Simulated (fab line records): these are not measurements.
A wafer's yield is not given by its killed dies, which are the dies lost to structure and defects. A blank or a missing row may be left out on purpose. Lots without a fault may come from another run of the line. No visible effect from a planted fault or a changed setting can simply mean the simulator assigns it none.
Which tool is to blame?    flow sky130    72 wafers from 24 lots sampled at 6 of the route's 708 steps

## WHAT THE GAUGES SHOWED, per wafer
SKY_VIA3_BOW_MEAS_03. Usual: VIA3_BOW gives 83 um (standard deviation 7.7).
lot   measured      on             VIA3_BOW (um)  flag
L074  day 38 09:02  film-metro-01  94 97 88       
L075  day 39 02:19  film-metro-01  83 89 85       
L076  day 39 03:17  film-metro-03  82 77 67       
L077  day 39 18:21  film-metro-02  81 92 90       
L078  day 39 19:04  film-metro-01  80 73 86       
L079  day 40 10:16  film-metro-03  80 87 96       
L080  day 40 12:18  film-metro-02  77 91 78       
L081  day 40 18:23  film-metro-03  71 85 90       
L083  day 41 13:15  film-metro-01  84 88 91       
L082  day 41 15:11  film-metro-02  84 86 99       
L084  day 41 23:53  film-metro-02  91 81 90       
L085  day 42 00:35  film-metro-02  80 98 85       
L086  day 42 06:32  film-metro-01  94 84 81       
L087  day 42 11:43  film-metro-01  85 89 79       
L088  day 42 19:17  film-metro-01  88 77 86       
L089  day 43 04:08  film-metro-02  83 92 87       
L090  day 43 10:38  film-metro-02  92 79 77       
L092  day 43 14:35  film-metro-02  80 81 89       
L091  day 43 17:32  film-metro-02  88 70 72       
L093  day 44 02:38  film-metro-01  71 73 74       
L094  day 44 07:10  film-metro-03  96 90 80       
L095  day 44 12:32  film-metro-02  84 83 84       
L096  day 44 22:05  film-metro-01  95 85 81       
L097  day 45 04:58  film-metro-03  74 81 70       

SKY_CAP2M_OVL_MEAS_12. Usual: CAP2M_OVL gives -0.6 nm (standard deviation 1.5).
lot   measured      on          CAP2M_OVL (nm)  flag
L074  day 40 13:34  overlay-01  1.0 0.2 -0.3    
L075  day 41 04:42  overlay-01  -0.7 -3.9 -0.9  
L076  day 41 06:05  overlay-01  -0.7 1.4 0.5    
L077  day 41 20:37  overlay-01  -0.1 0.4 1.2    
L078  day 41 21:48  overlay-01  2.2 1.7 1.6     
L079  day 42 11:25  overlay-01  -1.4 -0.2 -0.8  
L080  day 42 13:25  overlay-02  -0.3 -2.3 -1.1  
L081  day 42 19:49  overlay-02  -0.5 -1.8 -1.8  
L083  day 43 14:28  overlay-02  -1.0 -3.3 -2.5  
L082  day 43 15:34  overlay-02  -2.8 -1.8 -2.1  
L084  day 43 23:53  overlay-01  -1.5 -1.0 -1.2  
L085  day 44 00:16  overlay-01  -1.1 0.2 -2.7   
L086  day 44 05:31  overlay-01  -0.4 2.5 1.1    
L087  day 44 11:10  overlay-02  -0.9 -3.2 -2.4  
L088  day 44 18:07  overlay-02  -1.9 -1.5 -1.6  
L089  day 45 02:34  overlay-01  -3.1 -0.7 -2.2  
L090  day 45 08:01  overlay-02  -0.1 -0.9 -2.3  
L092  day 45 11:47  overlay-01  2.1 -0.2 0.4    
L091  day 45 15:07  overlay-02  -1.6 1.0 0.2    
L093  day 45 23:07  overlay-01  0.6 -0.3 0.6    
L094  day 46 03:43  overlay-01  -0.2 0.4 1.2    
L095  day 46 07:37  overlay-01  0.2 0.0 0.2     
L096  day 46 17:40  overlay-02  -1.8 -1.7 -1.9  
L097  day 46 23:58  overlay-02  0.1 -0.3 -2.3   

SKY_PASSIVATION_THK_MEAS_03. Usual: PASSIVATION_CVD_02_THK gives 541 nm (standard deviation 7.9).
lot   measured      on             PASSIVATION_CVD_02_THK (nm)  flag
L074  day 43 16:56  film-metro-01  534 551 555                  
L075  day 44 06:01  film-metro-02  551 550 549                  
L076  day 44 07:28  film-metro-01  533 543 542                  
L077  day 44 22:20  film-metro-03  537 547 536                  
L078  day 44 22:43  film-metro-02  544 553 547                  
L079  day 45 11:15  film-metro-03  532 543 537                  
L080  day 45 12:20  film-metro-01  548 528 539                  
L081  day 45 18:50  film-metro-03  534 543 543                  
L083  day 46 12:07  film-metro-03  540 548 537                  
L082  day 46 13:11  film-metro-02  541 539 544                  
L084  day 46 20:59  film-metro-01  539 544 549                  
L085  day 46 21:04  film-metro-03  536 552 552                  
L086  day 47 00:16  film-metro-03  550 541 556                  
L087  day 47 05:52  film-metro-02  532 528 541                  
L088  day 47 13:50  film-metro-03  537 537 544                  
L089  day 47 20:11  film-metro-02  540 550 543                  
L090  day 48 01:26  film-metro-01  532 539 555                  
L092  day 48 05:39  film-metro-03  551 537 556                  
L091  day 48 08:57  film-metro-01  547 544 536                  
L093  day 48 15:26  film-metro-02  534 529 540                  
L094  day 48 20:15  film-metro-01  526 545 543                  
L095  day 48 22:26  film-metro-02  528 539 540                  
L096  day 49 08:30  film-metro-02  530 533 530                  
L097  day 49 13:32  film-metro-02  539 540 541                  

## WHICH TOOL RAN EACH LOT (tool, then ch and the chambers of the sampled wafers, then the start)
lot   SKY_METAL4_SPUTTER_04         SKY_METAL4_ETCH_17                  SKY_METAL5_SPUTTER_01
L074  pvd-sputter-04, day 39 11:58  rie-diel-02 ch 2,3, day 41 14:36    pvd-sputter-01, day 42 16:46
L075  pvd-sputter-01, day 40 04:37  rie-diel-03 ch 2,3, day 42 04:35    pvd-sputter-02, day 43 06:33
L076  pvd-sputter-04, day 40 06:02  rie-diel-04 ch 1,2,3, day 42 06:20  pvd-sputter-02, day 43 07:50
L077  pvd-sputter-01, day 40 20:58  rie-diel-04 ch 1,3, day 42 21:03    pvd-sputter-01, day 43 22:35
L078  pvd-sputter-04, day 40 21:50  rie-diel-03 ch 0,1,3, day 42 22:39  pvd-sputter-02, day 43 23:11
L079  pvd-sputter-01, day 41 12:01  rie-diel-03 ch 0,1,3, day 43 11:27  pvd-sputter-04, day 44 12:57
L080  pvd-sputter-03, day 41 13:38  rie-diel-02 ch 1,2,3, day 43 12:54  pvd-sputter-04, day 44 13:56
L081  pvd-sputter-04, day 41 19:55  rie-diel-03 ch 1,2,3, day 43 19:24  pvd-sputter-04, day 44 20:20
L083  pvd-sputter-03, day 42 14:58  rie-diel-03 ch 0,1,2, day 44 14:14  pvd-sputter-01, day 45 14:16
L082  pvd-sputter-01, day 42 16:29  rie-diel-03 ch 0,2,3, day 44 15:09  pvd-sputter-02, day 45 15:04
L084  pvd-sputter-03, day 43 01:20  rie-diel-02 ch 0,2,3, day 44 22:48  pvd-sputter-02, day 45 22:41
L085  pvd-sputter-04, day 43 01:59  rie-diel-04 ch 0,1,2, day 44 22:54  pvd-sputter-04, day 45 22:59
L086  pvd-sputter-04, day 43 07:11  rie-diel-02 ch 1,3, day 45 04:15    pvd-sputter-02, day 46 03:34
L087  pvd-sputter-03, day 43 12:28  rie-diel-04 ch 0,1, day 45 09:06    pvd-sputter-04, day 46 08:44
L088  pvd-sputter-01, day 43 19:49  rie-diel-02 ch 0,2,3, day 45 16:05  pvd-sputter-02, day 46 16:16
L089  pvd-sputter-03, day 44 04:16  rie-diel-02 ch 0,1,2, day 46 00:06  pvd-sputter-02, day 46 23:41
L090  pvd-sputter-04, day 44 10:49  rie-diel-02 ch 0,2,3, day 46 06:15  pvd-sputter-04, day 47 05:13
L092  pvd-sputter-01, day 44 14:28  rie-diel-04 ch 2,3, day 46 09:51    pvd-sputter-01, day 47 08:44
L091  pvd-sputter-03, day 44 17:47  rie-diel-03 ch 1,2,3, day 46 12:57  pvd-sputter-02, day 47 12:12
L093  pvd-sputter-03, day 45 01:57  rie-diel-04 ch 0,2,3, day 46 20:45  pvd-sputter-02, day 47 18:57
L094  pvd-sputter-04, day 45 06:35  rie-diel-02 ch 1,2,3, day 47 01:29  pvd-sputter-01, day 47 23:44
L095  pvd-sputter-03, day 45 10:47  rie-diel-03 ch 0,3, day 47 05:02    pvd-sputter-02, day 48 02:47
L096  pvd-sputter-03, day 45 21:00  rie-diel-04 ch 1,3, day 47 14:57    pvd-sputter-01, day 48 13:37
L097  pvd-sputter-03, day 46 03:32  rie-diel-04 ch 0,3, day 47 20:45    pvd-sputter-04, day 48 18:14
- SKY_METAL4_SPUTTER_04: material TiN, target thk 70 nm, time 58.3 s.
- SKY_METAL4_ETCH_17: etches SiO2 in C4F8/O2/Ar, stops on TiN, time 3.9 s, target depth 15 nm.
- SKY_METAL5_SPUTTER_01: material TiN, target thk 20 nm, time 16.7 s.

## WHAT THE TOOLS THEMSELVES READ (means of the sampled wafers that have a number; where no wafer has one, the mark that the record gives instead)
SKY_METAL4_SPUTTER_04. Usual: chamber-pressure-pa 0.4001 Pa, standard deviation 0.00083; throttle-valve-pct 30.0 %, standard deviation 0.98.
lot   tool            chamber-pressure-pa (Pa)  throttle-valve-pct (%)  flag
L074  pvd-sputter-04  0.4003                    30.3                    
L075  pvd-sputter-01  0.3995                    30.9                    
L076  pvd-sputter-04  0.3995                    29.5                    
L077  pvd-sputter-01  0.3997                    30.4                    
L078  pvd-sputter-04  0.4001                    29.7                    
L079  pvd-sputter-01  0.3998                    29.8                    
L080  pvd-sputter-03  0.4001                    30.0                    
L081  pvd-sputter-04  0.4006                    29.2                    
L083  pvd-sputter-03  0.4006                    30.6                    
L082  pvd-sputter-01  0.4002                    29.4                    
L084  pvd-sputter-03  0.4002                    30.0                    
L085  pvd-sputter-04  0.4001                    29.7                    
L086  pvd-sputter-04  0.4006                    29.5                    
L087  pvd-sputter-03  0.4015                    29.9                    
L088  pvd-sputter-01  0.4001                    30.6                    
L089  pvd-sputter-03  0.3993                    30.4                    
L090  pvd-sputter-04  0.3996                    30.8                    
L092  pvd-sputter-01  0.4004                    30.3                    
L091  pvd-sputter-03  0.3998                    30.4                    
L093  pvd-sputter-03  0.4009                    29.8                    
L094  pvd-sputter-04  0.3996                    29.2                    
L095  pvd-sputter-03  0.4006                    30.4                    
L096  pvd-sputter-03  0.3999                    30.3                    
L097  pvd-sputter-03  0.3997                    30.9                    

SKY_METAL4_ETCH_17. Usual: oes-product-au at 0.758 a.u., with a standard deviation of 0.0076.
lot   tool         oes-product-au (a.u.)  flag
L074  rie-diel-02  0.759                  
L075  rie-diel-03  0.763                  
L076  rie-diel-04  0.766                  
L077  rie-diel-04  0.759                  
L078  rie-diel-03  0.760                  
L079  rie-diel-03  0.753                  
L080  rie-diel-02  0.751                  
L081  rie-diel-03  0.758                  
L083  rie-diel-03  0.753                  
L082  rie-diel-03  0.759                  
L084  rie-diel-02  0.759                  
L085  rie-diel-04  0.762                  
L086  rie-diel-02  0.761                  
L087  rie-diel-04  0.762                  
L088  rie-diel-02  0.759                  
L089  rie-diel-02  0.752                  
L090  rie-diel-02  0.758                  
L092  rie-diel-04  0.756                  
L091  rie-diel-03  0.756                  
L093  rie-diel-04  0.759                  
L094  rie-diel-02  0.759                  
L095  rie-diel-03  0.759                  
L096  rie-diel-04  0.755                  
L097  rie-diel-04  0.761                  

SKY_METAL5_SPUTTER_01. Usual: chamber-pressure-pa 0.3999 Pa, standard deviation 0.00072; throttle-valve-pct 30.3 %, standard deviation 1.
lot   tool            chamber-pressure-pa (Pa)  throttle-valve-pct (%)  flag
L074  pvd-sputter-01  0.4001                    30.7                    
L075  pvd-sputter-02  0.3994                    30.0                    
L076  pvd-sputter-02  0.3997                    30.5                    
L077  pvd-sputter-01  0.4003                    29.9                    
L078  pvd-sputter-02  0.3998                    30.6                    
L079  pvd-sputter-04  0.3992                    28.9                    
L080  pvd-sputter-04  0.3992                    29.6                    
L081  pvd-sputter-04  0.3999                    29.8                    
L083  pvd-sputter-01  0.3997                    29.3                    
L082  pvd-sputter-02  0.4004                    31.1                    
L084  pvd-sputter-02  0.4001                    31.0                    
L085  pvd-sputter-04  0.3990                    29.2                    
L086  pvd-sputter-02  0.3996                    30.5                    
L087  pvd-sputter-04  0.3997                    29.7                    
L088  pvd-sputter-02  0.4005                    30.0                    
L089  pvd-sputter-02  0.3999                    30.5                    
L090  pvd-sputter-04  0.3997                    30.1                    
L092  pvd-sputter-01  0.4003                    29.2                    
L091  pvd-sputter-02  0.4009                    31.1                    
L093  pvd-sputter-02  0.4001                    30.0                    
L094  pvd-sputter-01  0.4007                    30.0                    
L095  pvd-sputter-02  0.3987                    31.3                    
L096  pvd-sputter-01  0.3999                    31.2                    
L097  pvd-sputter-04  0.4002                    29.9                    

## THE ANSWER, worked out from the rows above alone
Rule: a lot is off if the mean of its wafers that have a number lies more than 3 standard deviations from the usual mean. A lot without any number at a reading at which 4 lots or more have one is off too. The other lots that the step has rows for count as sound. After the gauges, taken in route order, come the tools' own readings; for these a lot's mean is taken, as printed above. The first step at which some lot is off is used, and at that step the reading that is off furthest; a lot without a number counts as furthest.
Across all readings shown, no lot is off: no conclusion can be drawn from this.

## WHAT THE SIMULATOR PUT IN
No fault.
